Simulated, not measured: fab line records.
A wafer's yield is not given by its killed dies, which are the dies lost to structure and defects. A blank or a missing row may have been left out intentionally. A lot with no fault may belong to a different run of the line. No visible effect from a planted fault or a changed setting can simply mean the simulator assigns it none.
Comparing a struck lot with a sound one + flow sky130 + 15 steps out of a route of 708
Sound: wafers L904.2, L904.4, L904.6. Struck: wafer L926.2 (L926.3, L926.6, from the same lot, were not struck and are left out); the cause is given at the end.
Order at every step that has rows: each side's tool, ch and its chambers, its first start. Under that, the readings that differ: sound wafers + struck wafers + difference of the means + sigmas: that difference in standard deviations of wafers without a fault.
alike: a reading whose means differ by less than 2 such deviations, as well as words and numbers matching on both sides. not compared: withheld readings; readings where some wafer has no value; bounds like >300 that might hide an equal value; numbers whose values overlap and for which the record gives no deviation.
Wherever a step has rows on one side only, a row that says differs or no value, or a row with sigmas, the two part there. Numbers that don't overlap but have no deviation are shown without sigmas and don't part them. A reading missing from all wafers of one side parts the sides only when that side holds two or more wafers.

SKY_SD_N_OVL_MEAS_08:
  sound: overlay-01 at day 28 08:34; struck: overlay-02 at day 35 12:59
  alike: SD_N_OVL
then, 2 steps without rows for these wafers: SKY_SD_N_IMPLANT_09; SKY_SD_N_IMPLANT_10.
SKY_SD_N_STRIP_11: strips in O2/N2.
  sound on plasma asher-02 ch 0,1, day 28 08:54; struck on plasma asher-02 ch 0, day 35 13:19
| reading               | sound             | struck | difference | sigmas |
|-----------------------|-------------------|--------|------------|--------|
| oes product au (a.u.) | 0.535 0.529 0.539 | 0.522  | -0.012     | -2     |
  alike: drypump motor current A, strip time to endpoint s
  not compared: rf hours counter h
SKY_SD_N_TW_MEAS_12:
  sound: film metro-01 at day 28 09:01; struck: film metro-03 at day 35 13:25
  alike: SD_N_TW
then, 1 step without rows for these wafers: SKY_SD_N_CLEAN_13 (cleans in SC1/SC2, time 150 s).
SKY_SD_N_RTA_14: time 2 s.
  sound on rtp anneal-01 ch 0, day 28 09:07; struck on rtp anneal-02 ch 0, day 35 13:32
  alike: anneal temp c max, lamp power pct, wafer_temp_C_max
SKY_SD_N_RS_MEAS_16: measures by four-point-probe.
  sound: film metro-01 at day 28 09:18; struck: film metro-02 at day 35 13:43
  alike: SD_N_RS
SKY_SD_N_RS_MEAS_17: measures by four-point-probe.
  sound: film metro-01 at day 28 09:25; struck: film metro-02 at day 35 13:50
  alike: SD_P_RS
SKY_SD_N_RS_MEAS_18: measures by four-point-probe.
  sound: film metro-01 at day 28 09:32; struck: film metro-02 at day 35 13:58
  alike: RES_XHIGH_RS
then, 1 step without rows for these wafers: SKY_SALICIDE_CLEAN_00 (cleans in HF-last, time 30 s).
SKY_LI_CONTACT_HDPCVD_00: deposits PSG, target thk 930 nm, time 155 s.
  sound on hdpcvd-01 ch 0,2, day 28 09:40; struck on hdpcvd-02 ch 0, day 35 14:04
| reading                                       | sound             | struck | difference | sigmas |
|-----------------------------------------------|-------------------|--------|------------|--------|
| run length s (s)                              | 182.1 182.1 182.4 | 204.5  | +22.3      | +40    |
| model.PSG_of_LI_CONTACT_HDPCVD_00.thk nm (nm) | 915.1 919.8 927.3 | 1065   | +144       |        |
SKY_LI_CONTACT_THK_MEAS_01:
  sound: film metro-02 at day 28 09:46; struck: film metro-01 at day 35 14:11
| reading                    | sound       | struck | difference | sigmas |
|----------------------------|-------------|--------|------------|--------|
| LI_CONTACT_HDPCVD_THK (nm) | 916 920 928 | 1065   | +144       | +16    |
SKY_LI_CONTACT_CMP_02: polishes PSG.
  sound on cmp-01 ch 1,2, day 28 09:52; struck on cmp-01 ch 3, day 35 14:17
| reading                | sound          | struck | difference | sigmas |
|------------------------|----------------|--------|------------|--------|
| time to endpoint s (s) | 29.7 28.0 28.2 | 37.8   | +9.2       | +3     |
  alike: motor current A
-- here the record skips 16 days between the struck wafers' starts before and after, leaving off in module LI_CONTACT and picking up in module PAD_OPEN (first step shown: number 708 of the route) --
SKY_PAD_OPEN_PROBE_99:
  record: rows for the struck wafers here (prober-02, day 51 04:19), none for the sound ones

## WHERE THEY PART
First at SKY_SD_N_STRIP_11; last, within this record, at SKY_PAD_OPEN_PROBE_99.

WHY: whatever the simulator had introduced
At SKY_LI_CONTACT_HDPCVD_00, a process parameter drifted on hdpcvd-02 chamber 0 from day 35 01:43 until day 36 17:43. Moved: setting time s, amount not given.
